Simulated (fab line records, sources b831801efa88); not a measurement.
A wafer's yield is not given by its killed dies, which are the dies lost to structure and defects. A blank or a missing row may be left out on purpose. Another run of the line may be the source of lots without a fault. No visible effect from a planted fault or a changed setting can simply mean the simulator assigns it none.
The tool behind it: which one? | flow sky130 | 11 lots, 33 wafers sampled, at 5 steps of a route of 708

== WHAT EACH GAUGE READ, for each wafer ==
SKY_NWELL_RS_MEAS_29: measurement is done with a four-point probe. Usual: for NWELL_RS the level is 624.5 ohm/sq and the standard deviation is 1.4.
lot  | measured     | on           | NWELL_RS (ohm/sq)                   | flag
L866 | day 5 17:27  | filmMetro-02 | 624.7 625.7 622.1                   | 
L869 | day 6 18:03  | filmMetro-02 | 625.6 626.0 625.9                   | 
L870 | day 7 04:29  | filmMetro-02 | 625.0 622.9 624.8                   | 
L872 | day 7 09:43  | filmMetro-01 | 624.2 623.5 627.2                   | 
L875 | day 8 05:04  | filmMetro-01 | 622.9 622.7 625.0                   | 
L876 | day 8 10:00  | filmMetro-04 | 619.6 619.4 620.7 620.1 619.5 620.3 | OFF
L877 | day 8 18:42  | filmMetro-02 | 618.3 617.0 620.5 618.3 618.0 619.2 | OFF
L880 | day 9 05:49  | filmMetro-01 | 625.5 624.6 626.8                   | 
L884 | day 10 15:45 | filmMetro-01 | 625.1 626.4 624.9                   | 
L886 | day 11 02:13 | filmMetro-01 | 625.6 624.8 625.0                   | 
L887 | day 11 09:22 | filmMetro-01 | 622.9 622.1 621.5                   | 

SKY_VT_ADJUST_HVTP_OVL_MEAS_08. Usual: for VT_ADJUST_HVTP_OVL the level is 0.7 nm and the standard deviation is 1.6.
lot  | measured     | on         | VT_ADJUST_HVTP_OVL (nm) | flag
L866 | day 6 11:55  | overlay-02 | 0.6 0.2 0.0             | 
L869 | day 7 13:16  | overlay-02 | -2.7 -3.0 -1.8          | 
L870 | day 8 01:14  | overlay-02 | 0.1 -0.9 0.4            | 
L872 | day 8 05:37  | overlay-02 | 0.5 -1.2 0.4            | 
L875 | day 9 02:26  | overlay-02 | 0.1 -1.0 -2.1           | 
L876 | day 9 08:37  | overlay-01 | -0.1 -1.4 -0.3          | 
L877 | day 9 16:22  | overlay-02 | 4.5 3.1 2.7             | 
L880 | day 10 04:04 | overlay-02 | 1.8 0.7 2.7             | 
L884 | day 11 14:47 | overlay-01 | -1.1 -0.3 -1.7          | 
L886 | day 12 01:14 | overlay-02 | 2.8 2.7 2.0             | 
L887 | day 12 09:23 | overlay-02 | 1.2 3.1 2.4             | 

== TOOL THAT RAN EACH LOT (tool first, then ch and the chambers of the sampled wafers, then the start) ==
lot  | SKY_FIELD_ISO_STRIP_16             | SKY_NWELL_IMPLANT_12            | SKY_NWELL_STRIP_25
L866 | plasmaAsher-01 ch 0,1, day 2 17:10 | implanter-04 ch 0, day 4 23:17  | plasmaAsher-02 ch 0,1, day 5 17:08
L869 | plasmaAsher-04 ch 0,1, day 3 06:31 | implanter-04 ch 0, day 5 23:29  | plasmaAsher-02 ch 0,1, day 6 17:44
L870 | plasmaAsher-04 ch 0,1, day 3 12:23 | implanter-04 ch 0, day 6 09:34  | plasmaAsher-02 ch 0,1, day 7 04:09
L872 | plasmaAsher-01 ch 0,1, day 3 23:19 | implanter-04 ch 0, day 6 14:08  | plasmaAsher-03 ch 0,1, day 7 09:24
L875 | plasmaAsher-04 ch 0,1, day 4 19:07 | implanter-04 ch 0, day 7 08:28  | plasmaAsher-04 ch 0,1, day 8 04:44
L876 | plasmaAsher-01 ch 0,1, day 4 23:40 | implanter-04 ch 0, day 7 13:47  | plasmaAsher-04 ch 0,1, day 8 09:41
L877 | plasmaAsher-04 ch 0,1, day 5 04:46 | implanter-04 ch 0, day 7 21:29  | plasmaAsher-04 ch 0,1, day 8 18:17
L880 | plasmaAsher-04 ch 0,1, day 5 15:40 | implanter-01 ch 0, day 8 07:35  | plasmaAsher-02 ch 0,1, day 9 05:30
L884 | plasmaAsher-01 ch 0,1, day 6 13:00 | implanter-02 ch 0, day 9 15:05  | plasmaAsher-04 ch 0,1, day 10 15:26
L886 | plasmaAsher-02 ch 0,1, day 7 01:34 | implanter-01 ch 0, day 10 02:22 | plasmaAsher-02 ch 0,1, day 11 01:53
L887 | plasmaAsher-04 ch 0,1, day 7 07:04 | implanter-02 ch 0, day 10 09:34 | plasmaAsher-02 ch 0,1, day 11 09:02
- SKY_FIELD_ISO_STRIP_16: strips in O2/N2.
- SKY_NWELL_IMPLANT_12
- SKY_NWELL_STRIP_25: strips in O2/N2.

== WHAT THE TOOLS THEMSELVES READ (means of the sampled wafers that have a number; where no wafer has one, the mark that the record gives instead) ==
SKY_FIELD_ISO_STRIP_16. Usual: drypumpMotorCurrentA 6.1 A, standard deviation 0.6; oesProductAu 0.378 a.u., standard deviation 0.0044; stripTimeToEndpointS 3.552 s, standard deviation 0.023.
lot  | tool           | drypumpMotorCurrentA (A) | oesProductAu (a.u.) | stripTimeToEndpointS (s) | flag
L866 | plasmaAsher-01 | 5.4                      | 0.379               | 3.541                    | 
L869 | plasmaAsher-04 | 6.5                      | 0.378               | 3.544                    | 
L870 | plasmaAsher-04 | 6.5                      | 0.379               | 3.556                    | 
L872 | plasmaAsher-01 | 5.1                      | 0.381               | 3.549                    | 
L875 | plasmaAsher-04 | 6.5                      | 0.380               | 3.560                    | 
L876 | plasmaAsher-01 | 5.4                      | 0.375               | 3.547                    | 
L877 | plasmaAsher-04 | 6.5                      | 0.379               | 3.561                    | 
L880 | plasmaAsher-04 | 6.5                      | 0.380               | 3.534                    | 
L884 | plasmaAsher-01 | 5.1                      | 0.381               | 3.575                    | 
L886 | plasmaAsher-02 | 6.2                      | 0.379               | 3.592                    | 
L887 | plasmaAsher-04 | 6.5                      | 0.377               | 3.554                    | 

SKY_NWELL_IMPLANT_12. Usual: beamOnS 9.99 s, standard deviation 0.2; doseIonsCm2 1.3002e+12, standard deviation 1.4e+09; faradayCurrentUA 7.34, standard deviation 0.15.
lot  | tool         | beamOnS (s) | doseIonsCm2 | faradayCurrentUA | flag
L866 | implanter-04 | 9.92        | 1.3005e+12  | 7.39             | 
L869 | implanter-04 | 10.23       | 1.3006e+12  | 7.18             | 
L870 | implanter-04 | 10.27       | 1.3015e+12  | 7.13             | 
L872 | implanter-04 | 10.05       | 1.3010e+12  | 7.30             | 
L875 | implanter-04 | 9.99        | 1.3008e+12  | 7.32             | 
L876 | implanter-04 | 11.53       | 1.2993e+12  | 6.37             | OFF
L877 | implanter-04 | 11.42       | 1.2996e+12  | 6.41             | OFF
L880 | implanter-01 | 10.04       | 1.3004e+12  | 7.31             | 
L884 | implanter-02 | 9.90        | 1.3004e+12  | 7.40             | 
L886 | implanter-01 | 9.98        | 1.3012e+12  | 7.32             | 
L887 | implanter-02 | 9.91        | 1.3016e+12  | 7.39             | 

SKY_NWELL_STRIP_25. Usual: drypumpMotorCurrentA 6.2 A, standard deviation 0.31; oesProductAu 0.722 a.u., standard deviation 0.0046; stripTimeToEndpointS 36.94 s, standard deviation 0.091.
lot  | tool           | drypumpMotorCurrentA (A) | oesProductAu (a.u.) | stripTimeToEndpointS (s) | flag
L866 | plasmaAsher-02 | 6.3                      | 0.724               | 36.99                    | 
L869 | plasmaAsher-02 | 6.2                      | 0.721               | 36.88                    | 
L870 | plasmaAsher-02 | 6.2                      | 0.722               | 36.83                    | 
L872 | plasmaAsher-03 | 6.1                      | 0.716               | 37.02                    | 
L875 | plasmaAsher-04 | 6.1                      | 0.722               | 36.92                    | 
L876 | plasmaAsher-04 | 6.2                      | 0.720               | 36.85                    | 
L877 | plasmaAsher-04 | 6.1                      | 0.725               | 36.96                    | 
L880 | plasmaAsher-02 | 6.2                      | 0.730               | 36.88                    | 
L884 | plasmaAsher-04 | 6.1                      | 0.722               | 36.84                    | 
L886 | plasmaAsher-02 | 6.3                      | 0.722               | 36.93                    | 
L887 | plasmaAsher-02 | 6.3                      | 0.721               | 36.90                    | 

== THE ANSWER, worked out from the rows above alone ==
Rule: lot off if the mean of its wafers having a number is beyond 3 standard deviations from the usual mean. A lot without any number at a reading at which 4 lots or more have one is off too. Where the step has rows for the other lots, those lots are counted as sound. After the gauges, taken in route order, come the tools' own readings; for these a lot's mean is taken, as printed above. The first step at which some lot is off is used, and at that step the reading that is off furthest; a lot without a number counts as furthest.
Off: L876, L877, at SKY_NWELL_RS_MEAS_29 (NWELL_RS).
If a tool, at a process step before that reading, ran all the lots that are off and no sound lot after the first of them, it fits. Not tried: the gauges at SKY_NWELL_RS_MEAS_29; whatever is off there is also off at SKY_NWELL_IMPLANT_12, on other tools, and gauge error can't account for it. One candidate fits, namely implanter-04 at SKY_NWELL_IMPLANT_12. Its last sound lot is L875 (day 7 08:28), its first lot that is off L876 (day 7 13:47): a fault that began between those two fits.
The tool's own readings at SKY_NWELL_IMPLANT_12 bear it out: on the lots that are off they differ by more than 5 times the standard deviation of the sound lots' means. beamOnS reads 11.47 s there against 10.03 s on the sound lots; faradayCurrentUA reads 6.39 there against 7.30 on the sound lots.

== WHAT THE SIMULATOR HAD INSERTED ==
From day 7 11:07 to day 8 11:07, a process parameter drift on implanter-04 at SKY_NWELL_IMPLANT_12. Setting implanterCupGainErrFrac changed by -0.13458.
Shown lots that were struck: L876, L877. The rule above found the same.
